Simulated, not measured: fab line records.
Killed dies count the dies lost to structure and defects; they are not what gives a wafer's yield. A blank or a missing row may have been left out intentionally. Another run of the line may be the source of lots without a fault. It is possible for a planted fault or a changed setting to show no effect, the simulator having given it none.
fab line records	flow sky130	part 1 of 2: steps 1 to 34 of 46
record lots=5	wafers=15	last-day=49
route steps=708 shown VT_ADJUST_HVTR@140 VT_ADJUST_PCH@143 SONOS_TUNNEL@154 SONOS_ONO@168
lots untouched by any fault: they come from a run of this same line in which no faults occurred
start-h: the number of hours between the record's first day and the start of the first shown wafer of the lot	wait-h: hours from the lot's prior step to this one	" identical to the entry in the row above	L1.1+2: a single row standing in for several wafers	- value missing, or start not given	* or withheld: withheld	< > ~ a bound
route shown NAME@n: names a module that has steps shown in the file, with the first one's number in the route	usual: the fault-free wafers' mean and standard deviation	same: alike in all rows	chamber/n: place in a boat	sites: the reading at each site	_std_site: the standard deviation of these	_edge_site: the outer-site mean with the inner-site mean subtracted	radius-mm: how far each site lies from the wafer's centre	mask NAME#n: copy n	behind: tool/chamber where the wafer was last shaped	hold: why the lot was held/for how many hours/how that ended	device: which transistor (n, p or np) failed to switch	end of line: the route-end tests of the same wafers	where a step has no rows: the recipe by itself	killed: dies that structure and defects cost at the first sort, which is not the same as the wafer's yield	map: per-die view of a wafer (x killed, . not killed, _ where there is no die)
set.NAME: the setting that was run; set.NAME@STEP: the one run at that earlier step	model.NAME: the simulator's own value behind a step, which no gauge read
lots seen at some steps along the route; tables by step, rows by wafer
services: from which hour (start-h, from the record's first day; less than 0 if before it) a tool's chamber was out of use, for how many hours, and why
## steps
# step SKY_VT_ADJUST_HVTR_IMPLANT_09
# recipe species=B	energy-kev=10	dose-cm2=2.1e+12	tilt-deg=withheld
lot.wafer	tool	chamber	start-h	wait-h
L082.3+4+6	implanter-02	0	270.77	0.1
L086.2+5+6	implanter-01	0	290.34	0.0
L089.1+3+6	implanter-01	0	311.47	0.0
L091.1+3+6	implanter-01	0	323.82	0.0
L093.2+3+4	implanter-04	0	346.19	0.0
# step SKY_VT_ADJUST_HVTR_STRIP_10
# recipe chemistry=O2/N2	power-w=1400	pressure-mtorr=1500	platen-temp-c=withheld	o2-flow-sccm=3000	n2-flow-sccm=300	overash-fraction=0.5
# usual drypump-motor-current-A=5.7/0.38	n2-flow-sccm=300.2/0.83	oes-product-au=0.716/0.0045	strip-time-to-endpoint-s=14.19/0.038
lot.wafer	tool	chamber	start-h	wait-h	drypump-motor-current-A	n2-flow-sccm	oes-product-au	rf-hours-counter-h	strip-time-to-endpoint-s
L082.3	plasma-asher-02	0	270.90	0.1	5.9	299.7	0.716	-	14.17
L082.4	"	1	"	"	6.1	300.7	0.710	-	14.26
L082.6	"	1	"	"	6.1	301.6	0.720	-	14.22
L086.2	plasma-asher-01	0	290.47	0.1	5.1	298.9	0.722	37	14.18
L086.5	"	1	"	"	5.2	301.1	0.711	-	14.13
L086.6	"	0	"	"	5.1	298.9	0.715	-	14.20
L089.1	plasma-asher-04	0	311.62	0.1	5.6	301.1	0.710	67	14.16
L089.3	"	0	"	"	5.6	300.0	0.718	-	14.12
L089.6	"	0	"	"	5.5	301.2	0.716	-	14.16
L091.1	plasma-asher-04	0	323.97	0.1	5.6	298.4	0.718	69	14.20
L091.3	"	0	"	"	5.6	300.6	0.725	-	14.25
L091.6	"	1	"	"	5.9	298.6	0.714	-	14.20
L093.2	plasma-asher-02	0	346.32	0.1	5.8	299.8	0.714	71	14.20
L093.3	"	1	"	"	6.2	299.4	0.722	-	14.21
L093.4	"	0	"	"	5.8	299.8	0.722	-	14.18
# step SKY_VT_ADJUST_HVTR_TW_MEAS_11
# usual VT_ADJUST_HVTR_TW=210.7/1.4
lot.wafer	tool	chamber	start-h	wait-h	VT_ADJUST_HVTR_TW
L082.3	film-metro-03	-	270.99	0.1	211.8
L082.4	"	-	"	"	210.6
L082.6	"	-	"	"	210.8
L086.2	film-metro-02	-	290.58	0.1	210.5
L086.5	"	-	"	"	211.1
L086.6	"	-	"	"	211.3
L089.1	film-metro-02	-	311.72	0.1	211.2
L089.3	"	-	"	"	211.0
L089.6	"	-	"	"	211.8
L091.1	film-metro-01	-	324.07	0.1	208.0
L091.3	"	-	"	"	207.5
L091.6	"	-	"	"	208.5
L093.2	film-metro-03	-	346.43	0.1	210.3
L093.3	"	-	"	"	209.9
L093.4	"	-	"	"	210.1
# step SKY_VT_ADJUST_PCH_DEHYDRATE_00
# recipe temp-c=200	time-s=60
lot.wafer	tool	chamber	start-h	wait-h
L082.3+4+6	litho-track-04	0	282.49	11.5
L086.2+5+6	litho-track-02	0	300.58	10.0
L089.1+3+6	litho-track-01	0	324.66	12.9
L091.1+3+6	litho-track-02	0	335.91	11.8
L093.2+3+4	litho-track-02	0	358.83	12.4
# step SKY_VT_ADJUST_PCH_HMDS_01
# recipe prime-time-s=60	prime-temp-c=120
lot.wafer	tool	chamber	start-h	wait-h
L082.3+4+6	litho-track-04	0	282.64	0.1
L086.2+5+6	litho-track-02	0	300.73	0.1
L089.1+3+6	litho-track-01	0	324.81	0.1
L091.1+3+6	litho-track-02	0	336.06	0.1
L093.2+3+4	litho-track-02	0	358.98	0.1
# step SKY_VT_ADJUST_PCH_COAT_02
# recipe spin-rpm=2000	resist-thk-nm=3000
lot.wafer	tool	chamber	start-h	wait-h
L082.3+4+6	litho-track-04	0	282.79	0.1
L086.2+5+6	litho-track-02	0	300.88	0.1
L089.1+3+6	litho-track-01	0	324.96	0.1
L091.1+3+6	litho-track-02	0	336.21	0.1
L093.2+3+4	litho-track-02	0	359.13	0.1
# step SKY_VT_ADJUST_PCH_SOFTBAKE_03
# recipe temp-c=110	time-s=withheld
lot.wafer	tool	chamber	start-h	wait-h
L082.3+4+6	litho-track-04	0	282.95	0.1
L086.2+5+6	litho-track-02	0	301.04	0.1
L089.1+3+6	litho-track-01	0	325.11	0.1
L091.1+3+6	litho-track-02	0	336.36	0.1
L093.2+3+4	litho-track-02	0	359.29	0.1
# step SKY_VT_ADJUST_PCH_EXPOSE_04
# recipe mask-id=NWM	na=0.6	source-shape=conventional	sigma-outer=0.6	polarization=unpolarized	target-cd-nm=840	dose-mj=255
lot.wafer	tool	chamber	start-h	wait-h	mask
L082.3+4+6	iline-stepper-02	0	-	-	NWM#0
L086.2+5+6	iline-stepper-02	0	-	-	NWM#0
L089.1+3+6	iline-stepper-01	0	-	-	NWM#0
L091.1+3+6	iline-stepper-01	0	-	-	NWM#0
L093.2+3+4	iline-stepper-01	0	-	-	NWM#0
# step SKY_VT_ADJUST_PCH_PEB_05
# recipe temp-c=115	time-s=withheld
lot.wafer	tool	chamber	start-h	wait-h
L082.3+4+6	litho-track-01	0	-	-
L086.2+5+6	litho-track-02	0	-	-
L089.1+3+6	litho-track-02	0	-	-
L091.1+3+6	litho-track-01	0	-	-
L093.2+3+4	litho-track-01	0	-	-
# step SKY_VT_ADJUST_PCH_DEVELOP_06
# recipe wall-angle-deg=90	developer=TMAH	develop-time-s=60	dev-temp-c=23
lot.wafer	tool	chamber	start-h	wait-h
L082.3+4+6	litho-track-01	0	-	-
L086.2+5+6	litho-track-02	0	-	-
L089.1+3+6	litho-track-02	0	-	-
L091.1+3+6	litho-track-01	0	-	-
L093.2+3+4	litho-track-01	0	-	-
# step SKY_VT_ADJUST_PCH_OVL_MEAS_07
# usual VT_ADJUST_PCH_OVL=-0.2/1.4
lot.wafer	tool	chamber	start-h	wait-h	VT_ADJUST_PCH_OVL[nm]
L082.3	overlay-02	-	294.83	-	-2.8
L082.4	"	-	"	"	-0.1
L082.6	"	-	"	"	-2.1
L086.2	overlay-01	-	313.67	-	2.6
L086.5	"	-	"	"	1.6
L086.6	"	-	"	"	1.5
L089.1	overlay-02	-	338.51	-	-0.1
L089.3	"	-	"	"	-1.3
L089.6	"	-	"	"	-0.4
L091.1	overlay-01	-	349.96	-	-2.0
L091.3	"	-	"	"	-0.6
L091.6	"	-	"	"	-1.0
L093.2	overlay-02	-	373.92	-	-0.6
L093.3	"	-	"	"	-1.0
L093.4	"	-	"	"	1.1
# step SKY_VT_ADJUST_PCH_IMPLANT_08
# recipe species=B	energy-kev=10	dose-cm2=5e+11	tilt-deg=withheld
lot.wafer	tool	chamber	start-h	wait-h
L082.3+4+6	implanter-03	0	294.90	0.1
L086.2+5+6	implanter-01	0	313.72	0.0
L089.1+3+6	implanter-01	0	338.55	0.0
L091.1+3+6	implanter-01	0	350.00	0.0
L093.2+3+4	implanter-02	0	373.97	0.0
# step SKY_VT_ADJUST_PCH_STRIP_09
# recipe chemistry=O2/N2	power-w=1400	pressure-mtorr=1500	platen-temp-c=withheld	o2-flow-sccm=3000	n2-flow-sccm=300	overash-fraction=0.5
# usual drypump-motor-current-A=5.6/0.41	n2-flow-sccm=300.1/0.96	oes-product-au=0.722/0.0047	strip-time-to-endpoint-s=36.90/0.09
lot.wafer	tool	chamber	start-h	wait-h	drypump-motor-current-A	n2-flow-sccm	oes-product-au	rf-hours-counter-h	strip-time-to-endpoint-s
L082.3	plasma-asher-03	0	295.03	0.1	5.4	300.6	0.717	-	36.83
L082.4	"	1	"	"	6.5	300.7	0.729	-	36.81
L082.6	"	1	"	"	6.5	300.9	0.726	-	36.87
L086.2	plasma-asher-01	0	313.85	0.1	5.2	300.8	0.721	40	36.93
L086.5	"	1	"	"	5.2	298.9	0.725	-	36.90
L086.6	"	0	"	"	5.2	300.6	0.723	-	37.02
L089.1	plasma-asher-04	0	338.70	0.1	5.6	299.5	0.718	70	36.94
L089.3	"	1	"	"	5.9	299.7	0.725	-	37.06
L089.6	"	0	"	"	5.6	298.0	0.722	-	37.05
L091.1	plasma-asher-03	0	350.15	0.1	5.4	300.4	0.727	21	36.89
L091.3	"	0	"	"	5.4	301.6	0.721	-	36.93
L091.6	"	0	"	"	5.4	301.0	0.720	-	37.04
L093.2	plasma-asher-03	1	374.10	0.1	6.4	299.9	0.728	23	36.77
L093.3	"	0	"	"	5.4	302.0	0.718	-	36.93
L093.4	"	1	"	"	6.4	300.0	0.723	-	36.88
# step SKY_VT_ADJUST_PCH_TW_MEAS_10
# usual VT_ADJUST_PCH_TW=142.4/1.2
lot.wafer	tool	chamber	start-h	wait-h	VT_ADJUST_PCH_TW
L082.3	film-metro-04	-	295.12	0.1	143.9
L082.4	"	-	"	"	144.2
L082.6	"	-	"	"	143.5
L086.2	film-metro-01	-	313.96	0.1	141.6
L086.5	"	-	"	"	141.2
L086.6	"	-	"	"	140.5
L089.1	film-metro-02	-	338.80	0.1	142.5
L089.3	"	-	"	"	142.5
L089.6	"	-	"	"	143.6
L091.1	film-metro-01	-	350.25	0.1	141.3
L091.3	"	-	"	"	141.6
L091.6	"	-	"	"	141.5
L093.2	film-metro-02	-	374.21	0.1	143.3
L093.3	"	-	"	"	142.7
L093.4	"	-	"	"	142.6
# step SKY_SONOS_TUNNEL_DEHYDRATE_00
# recipe temp-c=200	time-s=60
lot.wafer	tool	chamber	start-h	wait-h
L082.3+4+6	litho-track-02	0	305.91	10.8
L086.2+5+6	litho-track-04	0	327.46	13.5
L089.1+3+6	litho-track-04	0	351.89	13.1
L091.1+3+6	litho-track-04	0	363.29	13.0
L093.2+3+4	litho-track-02	0	387.53	13.3
# step SKY_SONOS_TUNNEL_HMDS_01
# recipe prime-time-s=60	prime-temp-c=120
lot.wafer	tool	chamber	start-h	wait-h
L082.3+4+6	litho-track-02	0	306.06	0.1
L086.2+5+6	litho-track-04	0	327.61	0.1
L089.1+3+6	litho-track-04	0	352.04	0.1
L091.1+3+6	litho-track-04	0	363.44	0.1
L093.2+3+4	litho-track-02	0	387.68	0.1
# step SKY_SONOS_TUNNEL_COAT_02
# recipe resist=NOVOLAK	spin-rpm=3000	resist-thk-nm=1140
lot.wafer	tool	chamber	start-h	wait-h
L082.3+4+6	litho-track-02	0	306.21	0.1
L086.2+5+6	litho-track-04	0	327.76	0.1
L089.1+3+6	litho-track-04	0	352.19	0.1
L091.1+3+6	litho-track-04	0	363.59	0.1
L093.2+3+4	litho-track-02	0	387.83	0.1
# step SKY_SONOS_TUNNEL_SOFTBAKE_03
# recipe temp-c=90	time-s=60	resist=NOVOLAK
lot.wafer	tool	chamber	start-h	wait-h
L082.3+4+6	litho-track-02	0	306.36	0.1
L086.2+5+6	litho-track-04	0	327.91	0.1
L089.1+3+6	litho-track-04	0	352.34	0.1
L091.1+3+6	litho-track-04	0	363.74	0.1
L093.2+3+4	litho-track-02	0	387.98	0.1
# step SKY_SONOS_TUNNEL_EXPOSE_04
# recipe mask-id=TUNM	na=0.6	source-shape=conventional	sigma-outer=0.6	polarization=unpolarized	target-cd-nm=410	dose-mj=136
lot.wafer	tool	chamber	start-h	wait-h	mask
L082.3+4+6	iline-stepper-02	0	-	-	TUNM#0
L086.2+5+6	iline-stepper-02	0	-	-	TUNM#0
L089.1+3+6	iline-stepper-01	0	-	-	TUNM#0
L091.1+3+6	iline-stepper-01	0	-	-	TUNM#0
L093.2+3+4	iline-stepper-02	0	-	-	TUNM#0
# step SKY_SONOS_TUNNEL_PEB_05
# recipe temp-c=withheld	time-s=*	resist=NOVOLAK
lot.wafer	tool	chamber	start-h	wait-h
L082.3+4+6	litho-track-02	0	-	-
L086.2+5+6	litho-track-03	0	-	-
L089.1+3+6	litho-track-03	0	-	-
L091.1+3+6	litho-track-03	0	-	-
L093.2+3+4	litho-track-04	0	-	-
# step SKY_SONOS_TUNNEL_DEVELOP_06
# recipe resist=NOVOLAK	developer=TMAH	develop-time-s=60	dev-temp-c=23
lot.wafer	tool	chamber	start-h	wait-h
L082.3+4+6	litho-track-02	0	320.11	0.1
L086.2+5+6	litho-track-03	0	340.90	0.1
L089.1+3+6	litho-track-03	0	365.97	0.1
L091.1+3+6	litho-track-03	0	378.17	0.1
L093.2+3+4	litho-track-04	0	402.66	0.1
# step SKY_SONOS_TUNNEL_CD_MEAS_07
# recipe target-cd-nm=410
# usual cd-nm=410.0/1.9
lot.wafer	tool	chamber	start-h	wait-h	cd-nm
L082.3	cd-sem-02	-	320.25	0.1	411.6
L082.4	"	-	"	"	411.3
L082.6	"	-	"	"	409.9
L086.2	cd-sem-01	-	341.04	0.1	410.3
L086.5	"	-	"	"	411.3
L086.6	"	-	"	"	412.6
L089.1	cd-sem-01	-	366.12	0.1	411.4
L089.3	"	-	"	"	409.4
L089.6	"	-	"	"	413.0
L091.1	cd-sem-02	-	378.32	0.1	407.8
L091.3	"	-	"	"	410.6
L091.6	"	-	"	"	407.8
L093.2	cd-sem-02	-	402.81	0.1	410.0
L093.3	"	-	"	"	410.5
L093.4	"	-	"	"	410.5
# step SKY_SONOS_TUNNEL_OVL_MEAS_08
# usual SONOS_TUNNEL_OVL=-0.2/1.3
lot.wafer	tool	chamber	start-h	wait-h	SONOS_TUNNEL_OVL[nm]
L082.3	overlay-02	-	320.34	0.1	0.0
L082.4	"	-	"	"	-1.4
L082.6	"	-	"	"	-0.8
L086.2	overlay-01	-	341.15	0.1	0.7
L086.5	"	-	"	"	0.9
L086.6	"	-	"	"	-0.1
L089.1	overlay-02	-	366.24	0.1	0.8
L089.3	"	-	"	"	0.1
L089.6	"	-	"	"	0.0
L091.1	overlay-02	-	378.44	0.1	2.2
L091.3	"	-	"	"	0.5
L091.6	"	-	"	"	1.4
L093.2	overlay-01	-	402.91	0.1	-1.5
L093.3	"	-	"	"	-0.9
L093.4	"	-	"	"	-1.8
# step SKY_SONOS_TUNNEL_IMPLANT_09
# recipe species=B	energy-kev=20	dose-cm2=1e+12	tilt-deg=withheld
lot.wafer	tool	chamber	start-h	wait-h
L082.3+4+6	implanter-04	0	320.42	0.1
L086.2+5+6	implanter-04	0	341.20	0.0
L089.1+3+6	implanter-03	0	366.28	0.0
L091.1+3+6	implanter-03	0	378.48	0.0
L093.2+3+4	implanter-04	0	402.97	0.0
# step SKY_SONOS_TUNNEL_WET_ETCH_10
# recipe chemistry=dHF	target-depth-nm=14	target=SiO2	dilution=100:1	temp-c=25	time-s=280
lot.wafer	tool	chamber	start-h	wait-h
L082.3+4+6	wet-bench-04	2	320.52	0.1
L086.2+5+6	wet-bench-03	2	341.33	0.1
L089.1+3+6	wet-bench-03	1	366.43	0.1
L091.1+3+6	wet-bench-04	0	378.63	0.1
L093.2+3+4	wet-bench-04	2	403.09	0.1
# step SKY_SONOS_TUNNEL_STRIP_11
# recipe chemistry=SPM	time-s=600	temp-c=130
lot.wafer	tool	chamber	start-h	wait-h
L082.3+4+6	wet-bench-03	0	320.60	0.0
L086.2+5+6	wet-bench-01	0	341.42	0.0
L089.1+3+6	wet-bench-04	0	366.51	0.0
L091.1+3+6	wet-bench-03	1	378.71	0.0
L093.2+3+4	wet-bench-01	1	403.18	0.0
# step SKY_SONOS_TUNNEL_TW_MEAS_12
# usual SONOS_TUNNEL_TW=197.5/0.99
lot.wafer	tool	chamber	start-h	wait-h	SONOS_TUNNEL_TW
L082.3	film-metro-04	-	320.80	0.0	197.1
L082.4	"	-	"	"	197.3
L082.6	"	-	"	"	198.2
L086.2	film-metro-04	-	341.61	0.0	197.9
L086.5	"	-	"	"	197.6
L086.6	"	-	"	"	197.4
L089.1	film-metro-04	-	366.69	0.0	196.6
L089.3	"	-	"	"	198.4
L089.6	"	-	"	"	197.2
L091.1	film-metro-02	-	378.89	0.0	198.4
L091.3	"	-	"	"	198.1
L091.6	"	-	"	"	199.2
L093.2	film-metro-03	-	403.38	0.0	197.8
L093.3	"	-	"	"	196.2
L093.4	"	-	"	"	198.0
# step SKY_SONOS_TUNNEL_CLEAN_13
# recipe chemistry=dHF	time-s=20	dilution=100:1	dry=ipa-marangoni
lot.wafer	tool	chamber	start-h	wait-h
L082.3+4+6	wet-bench-04	2	320.84	0.0
L086.2+5+6	wet-bench-04	0	341.66	0.0
L089.1+3+6	wet-bench-03	2	366.75	0.1
L091.1+3+6	wet-bench-01	3	378.95	0.1
L093.2+3+4	wet-bench-03	0	403.43	0.0
# step SKY_SONOS_ONO_OXIDATION_00
# recipe temp-c=800	ambient=O2	idle-temp-c=700	ramp-up-c-per-min=10	ramp-down-c-per-min=3	stabilise-s=600	purge-s=300	target-thk-a=26	ox-time-s=1249
# usual zone-power-top-pct=29/3.9
lot.wafer	tool	chamber	start-h	wait-h	zone-power-top-pct
L082.3	furnace-02	0	321.79	0.9	25
L082.4	"	0	"	"	25
L082.6	"	0	"	"	26
L086.2	furnace-01	0	342.81	1.1	32
L086.5	"	0	"	"	32
L086.6	"	0	"	"	32
L089.1	furnace-02	0	367.22	0.5	25
L089.3	"	0	"	"	25
L089.6	"	0	"	"	25
L091.1	furnace-01	0	378.96	0.0	33
L091.3	"	0	"	"	33
L091.6	"	0	"	"	32
L093.2	furnace-01	0	404.02	0.6	32
L093.3	"	0	"	"	32
L093.4	"	0	"	"	33
# step SKY_SONOS_ONO_THK_MEAS_01
# recipe reads=SiO2_of_SONOS_ONO_OXIDATION_00
# usual SONOS_ONO_OXIDATION_THK=2.61/0.065
lot.wafer	tool	chamber	start-h	wait-h	SONOS_ONO_OXIDATION_THK[nm]
L082.3	film-metro-03	-	323.16	0.0	2.66
L082.4	"	-	"	"	2.61
L082.6	"	-	"	"	2.71
L086.2	film-metro-03	-	344.16	0.0	2.51
L086.5	"	-	"	"	2.64
L086.6	"	-	"	"	2.51
L089.1	film-metro-04	-	368.57	0.0	2.63
L089.3	"	-	"	"	2.55
L089.6	"	-	"	"	2.56
L091.1	film-metro-03	-	380.31	0.0	2.63
L091.3	"	-	"	"	2.65
L091.6	"	-	"	"	2.58
L093.2	film-metro-01	-	405.38	0.0	2.52
L093.3	"	-	"	"	2.42
L093.4	"	-	"	"	2.53
# step SKY_SONOS_ONO_CVD_02
# recipe material=Si3N4	precursor=DCS/NH3	target-thk-nm=10.5	temp-c=770	time-s=180	pressure-mtorr=250
# usual zone-power-top-pct=27.4/1.3
lot.wafer	tool	chamber	start-h	wait-h	zone-power-top-pct
L082.3	lpcvd-02	1	324.84	1.7	28.8
L082.4	"	1	"	"	28.7
L082.6	"	1	"	"	28.3
L086.2	lpcvd-02	0	344.21	0.0	26.0
L086.5	"	0	"	"	26.2
L086.6	"	0	"	"	25.7
L089.1	lpcvd-02	1	371.21	2.6	28.3
L089.3	"	1	"	"	29.0
L089.6	"	1	"	"	28.8
L091.1	lpcvd-02	0	380.37	0.1	25.3
L091.3	"	0	"	"	26.4
L091.6	"	0	"	"	25.9
L093.2	lpcvd-02	0	405.43	0.0	26.2
L093.3	"	0	"	"	26.1
L093.4	"	0	"	"	26.3
# step SKY_SONOS_ONO_THK_MEAS_03
# recipe reads=Si3N4_of_SONOS_ONO_CVD_02
# usual SONOS_ONO_CVD_02_THK=10.56/0.13
lot.wafer	tool	chamber	start-h	wait-h	SONOS_ONO_CVD_02_THK[nm]
L082.3	film-metro-01	-	326.43	0.0	10.31
L082.4	"	-	"	"	10.39
L082.6	"	-	"	"	10.26
L086.2	film-metro-01	-	345.27	0.0	10.51
L086.5	"	-	"	"	10.50
L086.6	"	-	"	"	10.44
L089.1	film-metro-03	-	372.26	0.0	10.53
L089.3	"	-	"	"	10.76
L089.6	"	-	"	"	10.69
L091.1	film-metro-04	-	381.42	0.0	10.36
L091.3	"	-	"	"	10.49
L091.6	"	-	"	"	10.31
L093.2	film-metro-04	-	406.49	0.0	10.41
L093.3	"	-	"	"	10.60
L093.4	"	-	"	"	10.64
# step SKY_SONOS_ONO_CVD_04
# recipe material=SiO2	precursor=SiH4/N2O	target-thk-nm=5.7199	temp-c=900	pressure-mtorr=400
# usual zone-power-top-pct=33.9/0.74
lot.wafer	tool	chamber	start-h	wait-h	zone-power-top-pct
L082.3	lpcvd-03	1	326.47	0.0	33.1
L082.4	"	1	"	"	33.5
L082.6	"	1	"	"	33.2
L086.2	lpcvd-03	0	345.32	0.0	34.7
L086.5	"	0	"	"	34.1
L086.6	"	0	"	"	35.2
L089.1	lpcvd-03	0	372.32	0.1	34.8
L089.3	"	0	"	"	34.7
L089.6	"	0	"	"	34.5
L091.1	lpcvd-03	0	381.48	0.1	34.9
L091.3	"	0	"	"	34.3
L091.6	"	0	"	"	34.6
L093.2	lpcvd-03	0	406.54	0.0	34.5
L093.3	"	0	"	"	34.5
L093.4	"	0	"	"	34.0
# step SKY_SONOS_ONO_THK_MEAS_05
# recipe reads=SiO2_of_SONOS_ONO_CVD_04
# usual SONOS_ONO_CVD_04_THK=5.77/0.096
lot.wafer	tool	chamber	start-h	wait-h	SONOS_ONO_CVD_04_THK[nm]
L082.3	film-metro-04	-	327.74	0.0	5.72
L082.4	"	-	"	"	5.81
L082.6	"	-	"	"	5.79
L086.2	film-metro-01	-	346.58	0.0	5.78
L086.5	"	-	"	"	5.71
L086.6	"	-	"	"	5.78
L089.1	film-metro-03	-	373.57	0.0	5.76
L089.3	"	-	"	"	5.66
L089.6	"	-	"	"	5.61
L091.1	film-metro-03	-	383.36	0.0	5.77
L091.3	"	-	"	"	5.81
L091.6	"	-	"	"	5.74
L093.2	film-metro-04	-	407.80	0.0	5.71
L093.3	"	-	"	"	5.75
L093.4	"	-	"	"	5.73
